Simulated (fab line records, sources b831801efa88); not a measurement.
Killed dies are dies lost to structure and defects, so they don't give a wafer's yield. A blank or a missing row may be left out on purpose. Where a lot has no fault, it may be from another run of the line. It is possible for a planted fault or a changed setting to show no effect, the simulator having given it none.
Chamber matching ; flow gf180mcu ; pecvd-04 running GF_V2_CVD_02: 3 sister chambers
The step deposits SiO2 from TEOS, target thk 850 nm, time 94.851 s. 3 wafers are shown with their chamber, then 10 later ones without.

== WAFERS WITH THEIR CHAMBER ==
wafer;chamber;heater-power-w (W)
L088.3;1;607
L092.3;0;675
L092.4;2;785

== WAFERS WITHOUT THEIR CHAMBER ==
wafer;heater-power-w (W)
L092.6;599
L093.2;787
L093.3;703
L093.4;647
L096.1;767
L096.2;799
L096.3;619
L096.4;651
L096.5;666
L096.6;586

== WHICH CHAMBER EACH WENT THROUGH ==
wafer;from the rows above;in truth
L092.6;1;1
L093.2;2;2
L093.3;0;0
L093.4;can't be placed: 0 or 1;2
L096.1;2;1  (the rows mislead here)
L096.2;2;2
L096.3;1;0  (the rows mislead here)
L096.4;can't be placed: 0 or 1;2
L096.5;0;0
L096.6;1;1
Placed correctly: 6 of 10. Unplaceable from these rows: 2, with the true chamber sitting among the candidates in 0. Number placed wrongly: 2.
How it was worked out, from the rows above alone: a wafer's distance from a chamber is the root of the sum, over the readings, of the square of ((its reading less the chamber's mean) divided by the reading's scatter). The wafer belongs to the nearest chamber; if the next one is less than 2 further off, it can't be placed. A chamber's mean is the mean of its shown wafers. The scatter (one wafer shown for each chamber): square how far every hidden wafer sits from the nearest shown wafer, average those squares and take the square root.
